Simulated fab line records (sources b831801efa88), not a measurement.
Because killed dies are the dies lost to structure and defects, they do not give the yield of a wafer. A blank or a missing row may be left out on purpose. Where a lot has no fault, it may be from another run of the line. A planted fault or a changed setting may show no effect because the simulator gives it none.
Matching of chambers + flow sky130 + SKY_FIELD_ISO_ETCH_14 on rie-diel-04 has 4 sister chambers
The step etches BARC in N2/H2, stops on SiO2, time 45.9 s, target depth 60 nm. 16 wafers are shown with their chamber, then 8 later ones without.

WAFERS, EACH WITH ITS CHAMBER
| wafer  | chamber | drypump-motor-current-A (A) | throttle-valve-pct (%) | oes-product-au (a.u.) |
|--------|---------|-----------------------------|------------------------|-----------------------|
| L577.1 | 3       | 6.1                         | 13.225                 | 0.867                 |
| L577.2 | 2       | 5.9                         | 13.245                 | 0.850                 |
| L577.5 | 3       | 6.1                         | 13.226                 | 0.860                 |
| L578.1 | 1       | 6.0                         | 13.228                 | 0.851                 |
| L578.3 | 3       | 6.1                         | 13.234                 | 0.856                 |
| L578.6 | 0       | 5.2                         | 13.225                 | 0.860                 |
| L580.2 | 3       | 6.1                         | 13.214                 | 0.863                 |
| L580.3 | 0       | 5.2                         | 13.224                 | 0.863                 |
| L580.4 | 1       | 6.0                         | 13.227                 | 0.855                 |
| L583.3 | 3       | 6.0                         | 13.212                 | 0.854                 |
| L583.4 | 0       | 5.3                         | 13.215                 | 0.858                 |
| L583.5 | 3       | 6.1                         | 13.220                 | 0.848                 |
| L584.4 | 0       | 5.2                         | 13.211                 | 0.855                 |
| L584.5 | 1       | 6.0                         | 13.223                 | 0.852                 |
| L584.6 | 0       | 5.2                         | 13.213                 | 0.854                 |
| L589.3 | 2       | 5.9                         | 13.235                 | 0.850                 |

SIGNATURES, as means of the wafers listed above
| reading                 | chamber 0 | chamber 1 | chamber 2 | chamber 3 | scatter within a chamber |
|-------------------------|-----------|-----------|-----------|-----------|--------------------------|
| drypump-motor-current-A | 5.220     | 6.000     | 5.900     | 6.083     | 0.0369                   |
| throttle-valve-pct      | 13.21760  | 13.22600  | 13.24000  | 13.22183  | 0.00688                  |
| oes-product-au          | 0.85800   | 0.85267   | 0.85000   | 0.85800   | 0.00494                  |
Rule: distance of a wafer from a chamber = root of the sum over the readings of ((wafer's reading minus chamber's mean) / reading's scatter) squared. The wafer belongs to the nearest chamber; if the next one is less than 2 further off, it can't be placed. The scatter is the square root of a quotient: the sum, over the shown wafers, of each reading's squared deviation from its chamber's mean, divided by wafers minus chambers.

WAFERS WHOSE CHAMBER IS MISSING
| wafer  | drypump-motor-current-A (A) | throttle-valve-pct (%) | oes-product-au (a.u.) |
|--------|-----------------------------|------------------------|-----------------------|
| L589.4 | 6.1                         | 13.221                 | 0.859                 |
| L589.5 | 6.0                         | 13.225                 | 0.861                 |
| L590.1 | 6.0                         | 13.226                 | 0.853                 |
| L590.2 | 6.0                         | 13.219                 | 0.858                 |
| L590.3 | 6.1                         | 13.226                 | 0.852                 |
| L596.1 | 6.0                         | 13.204                 | 0.855                 |
| L596.5 | 5.2                         | 13.235                 | 0.852                 |
| L596.6 | 6.1                         | 13.241                 | 0.856                 |

WHICH CHAMBER EACH WENT THROUGH
| wafer  | from the rows above     | in truth                   |
|--------|-------------------------|----------------------------|
| L589.4 | 3                       | 3                          |
| L589.5 | can't be placed: 1 or 3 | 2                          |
| L590.1 | 1                       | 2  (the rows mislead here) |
| L590.2 | can't be placed: 1 or 3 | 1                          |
| L590.3 | can't be placed: 3 or 1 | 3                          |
| L596.1 | can't be placed: 1 or 3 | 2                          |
| L596.5 | 0                       | 0                          |
| L596.6 | can't be placed: 3 or 1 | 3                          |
Correctly placed: 2 of 8. From these rows, 5 cannot be placed; in 3 the true chamber is one of the candidates. 1 placed wrongly.
